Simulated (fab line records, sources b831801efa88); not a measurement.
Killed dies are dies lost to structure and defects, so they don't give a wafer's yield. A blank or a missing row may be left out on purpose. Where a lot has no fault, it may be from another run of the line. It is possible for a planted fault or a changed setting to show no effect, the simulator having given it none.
A struck lot beside a sound one | flow sky130 | 34 steps out of a route of 708
Sound: these wafers, L938.1, L938.2, L938.5. Wafers struck: L935.1, L935.2, L935.4. Last of all comes the cause.
At each step with rows: each side's tool, then ch and its chambers, then its first start. Under that, the readings that differ: sound wafers | struck wafers | difference of the means | sigmas: that difference in standard deviations of wafers without a fault.
alike: readings whose means differ by less than 2 such deviations, and words and numbers that are the same on both sides. not compared: withheld readings, readings that some wafer has no value for, bounds like >300 that may hide the same value, and numbers for which the record gives no deviation and whose values overlap.
A row with sigmas, a row that says differs or no value, or rows on one side alone: a step with any of these is where the two part. Non-overlapping numbers with no deviation appear without sigmas and do not part them. A reading missing from all wafers of one side parts the sides only when that side holds two or more wafers.

first, 9 steps without rows for these wafers: SKY_METAL1_DEVELOP_14 (develop time 60 s); SKY_METAL1_DESCUM_17 (chemistry O2, time 8 s); SKY_METAL1_ETCH_18 (etches BARC in N2/H2, stops on SiO2, time 45.9 s, target depth 60 nm); SKY_METAL1_METAL_ETCH_19 (etches the open film in Cl2/BCl3, stops on SiO2, target depth 360 nm, time 78 s); SKY_METAL1_STRIP_20 (strips in O2/N2); SKY_METAL1_STRIP_21 (strips in post etch residue remover, time 1200 s); SKY_METAL1_CLEAN_22 (cleans in IPA, time 180 s); SKY_METAL1_CLEAN_23 (cleans in O3/DIW); SKY_VIA1_HDPCVD_00 (deposits SiO2, target thk 1030 nm, time 171.7 s).
SKY_VIA1_CMP_02: polishes SiO2.
  sound on cmp-02 ch 2,3, day 37 02:09; struck on cmp-01 ch 0,2,3, day 36 03:13
reading                                 | sound             | struck            | difference | sigmas
model.SiO2_of_VIA1_HDPCVD_00.thkNm (nm) | 344.1 345.3 346.1 | 260.1 260.1 258.7 | -85.5      | 
  alike: headPressurePsi, motorCurrentA, slurryFilterDpKPa
then, 9 steps without rows for these wafers: SKY_VIA1_DEHYDRATE_04 (time 60 s); SKY_VIA1_HMDS_05 (prime time 60 s); SKY_VIA1_COAT_06 (resist thk 60 nm); SKY_VIA1_COAT_07 (resist thk 450 nm); SKY_VIA1_SOFTBAKE_08 (time 90 s); SKY_VIA1_EXPOSE_09 (exposes mask VIM, target cd 150 nm); SKY_VIA1_PEB_10; SKY_VIA1_DEVELOP_11 (develop time 60 s); SKY_VIA1_ETCH_14 (etches BARC in N2/H2, stops on SiO2, time 45.9 s, target depth 60 nm).
SKY_VIA1_ETCH_15: etches SiO2 in C4F8/O2/Ar, stops on TiN, target depth 351 nm, time 54 s.
  sound on rieDiel-04 ch 0,1,3, day 38 04:49; struck on rieDiel-02 ch 0,2,3, day 37 06:19
reading                        | sound             | struck            | difference | sigmas
oesProductAu (a.u.)            | 0.979 0.982 0.979 | 0.837 0.838 0.836 | -0.143     | -26
model.etch.depthNm (nm)        | 344.1 344.3 346.1 | 260.1 260.1 258.7 | -85.2      | 
model.VIA1.featureDepthNm (nm) | 344.1 344.3 346.1 | 260.1 260.1 258.7 | -85.2      | 
  not compared: rfHoursCounterH
then, 12 steps without rows for these wafers: SKY_VIA1_STRIP_16 (strips in O2/N2); SKY_VIA1_STRIP_17 (strips in post etch residue remover, time 1200 s); SKY_VIA1_CLEAN_18 (cleans in IPA, time 180 s); SKY_VIA1_CLEAN_19 (cleans in O3/DIW); SKY_VIA1_SPUTTER_20 (material TiN, target thk 20 nm, time 80 s); SKY_VIA1_CVD_21 (deposits W, target thk 270 nm, time 80.902 s); SKY_VIA1_CMP_24 (polishes, stops on SiO2, t overpolish 15 s, target thk 0 nm); SKY_METAL2_SPUTTER_00 (material Ti, target thk 15 nm, time 10 s); SKY_METAL2_SPUTTER_01 (material TiN, target thk 20 nm, time 16.7 s); SKY_METAL2_SPUTTER_02 (material AlCu, target thk 250 nm, time 13.3 s); SKY_METAL2_SPUTTER_03 (material Ti, target thk 5 nm, time 3.3 s); SKY_METAL2_SPUTTER_04 (material TiN, target thk 70 nm, time 58.3 s).
SKY_METAL2_METAL_ETCH_19: etches the open film in Cl2/BCl3, stops on SiO2, target depth 360 nm, time 78 s.
  sound on rieMetal-04 ch 0,1, day 39 07:58; struck on rieMetal-03 ch 0,1, day 38 09:16
reading                                 | sound             | struck            | difference | sigmas
model.SiO2_of_VIA1_HDPCVD_00.thkNm (nm) | 329.9 331.2 331.8 | 246.2 246.3 244.9 | -85.2      | 
  alike: drypumpMotorCurrentA, oesProductAu, throttleValvePct
  not compared: rfHoursCounterH
-- the record jumps here: 10 days lie between the struck wafers' starts before and after (it left off in module METAL2 and takes up again in module PAD_OPEN, whose first step shown is number 708 of the route) --
SKY_PAD_OPEN_PROBE_99:
  struck on prober-02, day 48 08:09; sound on prober-01, day 49 01:26
  alike: defectLimitedYield, killed_at_M0_to_M3, killed_at_M4_up, killedAtContacts, killedAtFrontEnd, killedAtOther, killedDies, killedOpen, killedShort, sort_bin_3_pad_short, sort_bin_5_function, sort_bin_6_memory, sortNPass, sortYieldPct

## WHERE THEY PART
Within this record, at SKY_VIA1_ETCH_15 only. Later steps at which nothing parts them and some readings are alike: SKY_METAL2_METAL_ETCH_19, SKY_PAD_OPEN_PROBE_99.

WHY: what the simulator had put in
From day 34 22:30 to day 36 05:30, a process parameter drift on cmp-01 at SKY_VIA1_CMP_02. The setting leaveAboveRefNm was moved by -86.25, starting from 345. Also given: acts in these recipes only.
